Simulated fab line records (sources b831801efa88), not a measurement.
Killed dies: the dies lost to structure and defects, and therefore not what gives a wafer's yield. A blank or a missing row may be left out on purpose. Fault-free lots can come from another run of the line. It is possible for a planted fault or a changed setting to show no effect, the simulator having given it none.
Chamber matching + flow sfq_line + cmp-02 running SFQ_TRILAYER_I1_CMP_CMP_046: 4 sister chambers
The step polishes SiO2. 22 wafers are shown with their chamber, then 11 later ones without.

WAFERS WITH THEIR CHAMBER
| wafer  | chamber | motor_current_A (A) | time_to_endpoint_s (s) | slurry_filter_dp_kPa (kPa) |
|--------|---------|---------------------|------------------------|----------------------------|
| L275.2 | 2       | 11.5                | 203                    | 13.50                      |
| L275.3 | 1       | 10.4                | 225                    | 13.45                      |
| L275.6 | 2       | 11.3                | 212                    | 13.37                      |
| L276.1 | 1       | 10.5                | 223                    | 13.38                      |
| L276.4 | 2       | 11.4                | 215                    | 13.55                      |
| L276.6 | 3       | 10.5                | 206                    | 13.55                      |
| L277.1 | 1       | 10.2                | 229                    | 13.37                      |
| L277.3 | 2       | 11.4                | 215                    | 13.47                      |
| L277.5 | 0       | 11.1                | 231                    | 13.62                      |
| L278.2 | 1       | 10.2                | 222                    | 13.57                      |
| L278.4 | 0       | 11.2                | 221                    | 13.59                      |
| L278.5 | 0       | 11.0                | 224                    | 13.48                      |
| L280.4 | 2       | 10.5                | 200                    | 13.72                      |
| L280.2 | 0       | 11.2                | 205                    | 13.57                      |
| L280.6 | 1       | 10.8                | 212                    | 13.49                      |
| L282.1 | 0       | 11.8                | 216                    | 13.55                      |
| L282.4 | 1       | 9.9                 | 228                    | 13.72                      |
| L282.5 | 1       | 9.8                 | 228                    | 13.51                      |
| L287.1 | 3       | 10.1                | 208                    | 13.37                      |
| L287.5 | 2       | 11.5                | 209                    | 13.56                      |
| L287.6 | 1       | 9.8                 | 219                    | 13.57                      |
| L288.3 | 0       | 11.2                | 228                    | 13.53                      |

SIGNATURES (means of the wafers above)
| reading              | chamber 0 | chamber 1 | chamber 2 | chamber 3 | scatter within a chamber |
|----------------------|-----------|-----------|-----------|-----------|--------------------------|
| motor_current_A      | 11.250    | 10.200    | 11.267    | 10.300    | 0.342                    |
| time_to_endpoint_s   | 220.83    | 223.25    | 209.00    | 207.00    | 6.94                     |
| slurry_filter_dp_kPa | 13.5567   | 13.5075   | 13.5283   | 13.4600   | 0.102                    |
Rule: for each reading, subtract the chamber's mean from the wafer's reading, divide by that reading's scatter and square the result; add these up over the readings and take the root, which gives the wafer's distance from the chamber. The wafer belongs to the nearest chamber; if the next one is less than 2 further off, it can't be placed. The scatter: the root of (the sum of the squares of (reading less its chamber's mean) over the shown wafers, divided by (wafers less chambers)).

WAFERS WITHOUT THEIR CHAMBER
| wafer  | motor_current_A (A) | time_to_endpoint_s (s) | slurry_filter_dp_kPa (kPa) |
|--------|---------------------|------------------------|----------------------------|
| L288.4 | 10.5                | 226                    | 13.51                      |
| L288.6 | 9.7                 | 229                    | 13.73                      |
| L295.2 | 10.2                | 213                    | 13.52                      |
| L295.5 | 10.1                | 228                    | 13.76                      |
| L295.6 | 11.4                | 223                    | 13.44                      |
| L297.1 | 11.3                | 227                    | 13.64                      |
| L297.2 | 11.0                | 225                    | 13.44                      |
| L297.3 | 10.3                | 231                    | 13.32                      |
| L298.3 | 10.1                | 225                    | 13.44                      |
| L298.4 | 10.9                | 211                    | 13.79                      |
| L298.6 | 10.4                | 231                    | 13.50                      |

EACH ONE'S CHAMBER
| wafer  | from the rows above               | in truth |
|--------|-----------------------------------|----------|
| L288.4 | can't be placed: 1 or 0 or 3      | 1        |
| L288.6 | can't be placed: 1 or 3           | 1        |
| L295.2 | can't be placed: 3 or 1           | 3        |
| L295.5 | can't be placed: 1 or 0 or 3      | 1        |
| L295.6 | can't be placed: 0 or 2           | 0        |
| L297.1 | can't be placed: 0 or 2           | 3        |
| L297.2 | can't be placed: 0 or 1 or 2 or 3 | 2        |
| L297.3 | can't be placed: 1 or 3 or 0      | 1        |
| L298.3 | can't be placed: 1 or 3           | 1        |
| L298.4 | can't be placed: 2 or 0 or 3 or 1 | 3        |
| L298.6 | can't be placed: 1 or 0           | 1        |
Correct placement for 0 of the 11. From these rows, 11 cannot be placed; in 10 the true chamber is one of the candidates. Wrongly placed: 0.
